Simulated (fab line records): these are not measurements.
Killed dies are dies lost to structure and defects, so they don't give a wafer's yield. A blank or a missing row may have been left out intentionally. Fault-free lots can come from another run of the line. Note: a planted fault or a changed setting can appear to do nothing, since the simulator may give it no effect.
2 desks looking at one fault    flow sky130    numbers are kept per desk, each desk with only its own; the story behind them comes last

## AT THE TOOL OWNER'S DESK: pvd-sputter-03
The tool's own readings at SKY_METAL3_SPUTTER_03 (material Ti, target thk 5 nm, time 3.3 s): means of the sampled wafers that have a number, for each lot that ran on this tool. A lot is out of limits, marked OUT, if its mean lies more than 4 standard deviations from the usual mean; the brackets give that distance.
Columns: A = cathode-dc-power-W at SKY_METAL3_SPUTTER_03, usual 3000.0 W; B = chamber-pressure-pa at SKY_METAL3_SPUTTER_03, usual 0.4000 Pa; C = throttle-valve-pct at SKY_METAL3_SPUTTER_03, usual 29.7 %
lot   first seen here  A       B       C
L932  day 36 23:53     2999.3  0.4003  29.0
L945  day 40 05:11     2999.8  0.3996  29.0
L946  day 40 10:55     3000.1  0.3991  29.8
L949  day 41 20:14     3000.5  0.4000  28.5
L951  day 42 04:56     3000.3  0.4010  28.1
L953  day 42 23:24     3000.3  0.4001  29.2
This desk's finding: nothing out of limits on any of the 6 lots.

## THE METROLOGY DESK
Lot by lot, what the gauges showed, no matter which tool ran the lot: averages of those sampled wafers that carry a number. A lot is out of limits, marked OUT, if its mean lies more than 4 standard deviations from the usual mean; the brackets give that distance.
Columns: A = VIA2_BOW at SKY_VIA2_BOW_MEAS_03, usual 88 um; B = VIA2_W_THK at SKY_VIA2_THK_MEAS_23, usual 408 nm; C = CAPM_TIN_THK at SKY_CAPM_THK_MEAS_04, usual 200.0 nm
lot   first seen here  A    B    C
L932  day 35 20:04     101  406  200.5
L934  day 36 20:38     81   415  203.5
L938  day 37 13:04     88   409  199.2
L942  day 38 16:48     87   410  197.5
L944  day 38 23:41     103  408  203.0
L943  day 39 01:08     78   401  200.4
L945  day 39 03:44     88   412  197.9
L946  day 39 09:04     99   410  196.6
L948  day 40 16:25     87   404  202.6
L949  day 40 18:16     87   420  201.4
L950  day 41 01:43     92   401  197.0
L951  day 41 02:37     93   403  199.8
L953  day 41 23:05     77   410  200.2
This desk's finding: nothing out of limits on any of the 13 lots.

## BROUGHT TOGETHER
The desk of the tool owner found nothing out of limits.
From the metrology desk's view, nothing was out of limits.

## WHAT WAS PUT IN BY THE SIMULATOR
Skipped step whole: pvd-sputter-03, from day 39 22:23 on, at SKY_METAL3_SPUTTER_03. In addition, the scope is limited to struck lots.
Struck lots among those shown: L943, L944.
